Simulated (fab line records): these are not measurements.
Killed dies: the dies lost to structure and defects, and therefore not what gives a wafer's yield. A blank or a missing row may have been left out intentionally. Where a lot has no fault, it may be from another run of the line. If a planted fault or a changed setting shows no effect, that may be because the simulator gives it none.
The tool behind it: which one? | flow sky130 | Sampling: 12 lots, 36 wafers, 4 of 708 route steps

## WHAT THE GAUGES READ, wafer by wafer
SKY_LDD_LDN_TW_MEAS_13.
lot  | measured     | on            | LDD_LDN_TW
L565 | day 24 02:01 | film-metro-02 | 1472 1460 1459
L566 | day 24 04:11 | film-metro-02 | 1460 1463 1463
L569 | day 26 06:03 | film-metro-04 | 1477 1477 1481
L571 | day 26 07:37 | film-metro-04 | 1481 1481 1481
L572 | day 26 07:55 | film-metro-01 | 1485 1483 1471
L574 | day 26 18:06 | film-metro-02 | 1454 1455 1463
L573 | day 26 20:06 | film-metro-02 | 1462 1457 1459
L575 | day 26 22:19 | film-metro-02 | 1456 1462 1443
L576 | day 26 23:34 | film-metro-04 | 1474 1480 1481
L582 | day 29 04:53 | film-metro-01 | 1539 1541 1544
L585 | day 30 11:32 | film-metro-01 | 1546 1540 1544
L587 | day 30 23:22 | film-metro-01 | 1486 1486 1478

SKY_LI_CONTACT_THK_MEAS_23: measures by xrf.
lot  | measured     | on            | LI_CONTACT_W_THK (nm)
L565 | day 30 07:56 | film-metro-03 | 406 411 406
L566 | day 30 09:31 | film-metro-03 | 405 398 403
L569 | day 32 10:20 | film-metro-02 | 402 390 404
L571 | day 32 11:52 | film-metro-02 | 401 406 402
L572 | day 32 12:29 | film-metro-03 | 404 406 401
L574 | day 32 20:27 | film-metro-04 | 405 406 406
L573 | day 32 21:27 | film-metro-03 | 393 404 398
L575 | day 32 21:53 | film-metro-03 | 403 401 403
L576 | day 32 22:52 | film-metro-04 | 402 403 395
L582 | day 35 02:01 | film-metro-04 | 407 410 403
L585 | day 36 06:37 | film-metro-03 | 402 405 398
L587 | day 36 17:08 | film-metro-04 | 396 394 397

## WHICH TOOL RAN EACH LOT (tool, then ch and the chambers of the sampled wafers, then the start)
lot  | SKY_LDD_LDN_IMPLANT_10          | SKY_POLY_CUT_STRIP_12
L565 | implanter-03 ch 0, day 24 01:37 | plasma-asher-02 ch 0,1, day 25 09:09
L566 | implanter-02 ch 0, day 24 03:49 | plasma-asher-01 ch 0,1, day 25 12:08
L569 | implanter-02 ch 0, day 26 05:39 | plasma-asher-04 ch 0,1, day 27 14:12
L571 | implanter-02 ch 0, day 26 07:13 | plasma-asher-02 ch 0,1, day 27 15:23
L572 | implanter-03 ch 0, day 26 07:31 | plasma-asher-04 ch 0, day 27 15:24
L574 | implanter-01 ch 0, day 26 17:43 | plasma-asher-01 ch 0,1, day 28 00:57
L573 | implanter-02 ch 0, day 26 19:43 | plasma-asher-04 ch 0, day 28 03:03
L575 | implanter-01 ch 0, day 26 21:55 | plasma-asher-01 ch 0,1, day 28 04:30
L576 | implanter-02 ch 0, day 26 23:11 | plasma-asher-02 ch 0,1, day 28 05:41
L582 | implanter-01 ch 0, day 29 04:29 | plasma-asher-04 ch 0,1, day 30 10:26
L585 | implanter-01 ch 0, day 30 11:08 | plasma-asher-01 ch 0, day 31 16:51
L587 | implanter-02 ch 0, day 30 22:59 | plasma-asher-01 ch 0, day 32 04:20
- SKY_LDD_LDN_IMPLANT_10
- SKY_POLY_CUT_STRIP_12: strips in O2/N2.

## WHAT THE TOOLS THEMSELVES READ (means of the sampled wafers that have a number; where no wafer has one, the mark that the record gives instead)
SKY_LDD_LDN_IMPLANT_10.
lot  | tool         | beam-on-s (s) | dose-ions-cm2 | faraday-current-uA
L565 | implanter-03 | 9.86          | 1.2491e+13    | 71.3
L566 | implanter-02 | 10.08         | 1.2485e+13    | 70.1
L569 | implanter-02 | 9.96          | 1.2504e+13    | 70.7
L571 | implanter-02 | 10.22         | 1.2496e+13    | 69.0
L572 | implanter-03 | 10.13         | 1.2511e+13    | 69.5
L574 | implanter-01 | 9.64          | 1.2492e+13    | 73.0
L573 | implanter-02 | 10.04         | 1.2501e+13    | 70.2
L575 | implanter-01 | 9.73          | 1.2495e+13    | 72.3
L576 | implanter-02 | 10.13         | 1.2501e+13    | 69.6
L582 | implanter-01 | 9.94          | 1.9316e+13    | 109.5
L585 | implanter-01 | 9.98          | 1.9309e+13    | 109.2
L587 | implanter-02 | 10.14         | 1.2500e+13    | 69.5

SKY_POLY_CUT_STRIP_12.
lot  | tool            | drypump-motor-current-A (A) | o2-flow-sccm (sccm) | oes-product-au (a.u.) | strip-time-to-endpoint-s (s)
L565 | plasma-asher-02 | 5.72                        | 2994                | 0.455                 | 5.349
L566 | plasma-asher-01 | 6.08                        | 2998                | 0.455                 | 5.344
L569 | plasma-asher-04 | 5.78                        | 2999                | 0.453                 | 5.339
L571 | plasma-asher-02 | 5.68                        | 3003                | 0.456                 | 5.365
L572 | plasma-asher-04 | 5.59                        | 2997                | 0.448                 | 5.336
L574 | plasma-asher-01 | 6.07                        | 3000                | 0.450                 | 5.363
L573 | plasma-asher-04 | 5.58                        | 3001                | 0.454                 | 5.361
L575 | plasma-asher-01 | 6.17                        | 3005                | 0.457                 | 5.363
L576 | plasma-asher-02 | 5.67                        | 3006                | 0.446                 | 5.353
L582 | plasma-asher-04 | 5.96                        | 2993                | 0.450                 | 5.347
L585 | plasma-asher-01 | 5.96                        | 3011                | 0.453                 | 5.369
L587 | plasma-asher-01 | 5.96                        | 2992                | 0.453                 | 5.346

## THE ANSWER, worked out from the rows above alone
Rule: the usual values come from the lots themselves. The widest of any qualifying gaps counts: lots, ordered by their means at a reading, are off when they make up no more than a third of the lots, leave a main group of 4 or more, and stand apart from it by 3 or more times the standard deviation of that group's means. A main group is skipped when, at the precision printed for the reading in the tables above, its means are all equal. Also off: a lot with no number at a reading for which 4 or more lots have one. Any other lot the step has rows for is counted as sound. After the gauges, taken in route order, come the tools' own readings; for these a lot's mean is taken, as printed above. At the first step where some lot is off, the reading lying furthest off is the one used; lots without a number count as furthest.
Off: L582, L585, at SKY_LDD_LDN_TW_MEAS_13 (LDD_LDN_TW). The main group has a mean of 1470 with a standard deviation of 11.
A tool fits if, at a process step before that reading, it ran every lot that is off, and no sound lot after the first of them. Not tried: the gauges at SKY_LDD_LDN_TW_MEAS_13; whatever is off there is also off at SKY_LDD_LDN_IMPLANT_10, on other tools, and gauge error can't account for it. One fits: SKY_LDD_LDN_IMPLANT_10 on implanter-01. A fault onset in the window from L575 (day 26 21:55, its last sound lot) to L582 (day 29 04:29, its first lot off) fits.
The tool's own readings at SKY_LDD_LDN_IMPLANT_10 bear it out: on the lots that are off they differ by more than 5 times the standard deviation of the sound lots' means. dose-ions-cm2 reads 1.9312e+13 there against 1.2498e+13 on the sound lots; faraday-current-uA reads 109.3 there against 70.5 on the sound lots.

## WHAT THE SIMULATOR HAD PUT IN
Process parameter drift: implanter-01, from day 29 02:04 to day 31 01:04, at SKY_LDD_LDN_IMPLANT_10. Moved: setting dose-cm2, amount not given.
Shown lots that were struck: L582, L585. This agrees with what the rule above found.
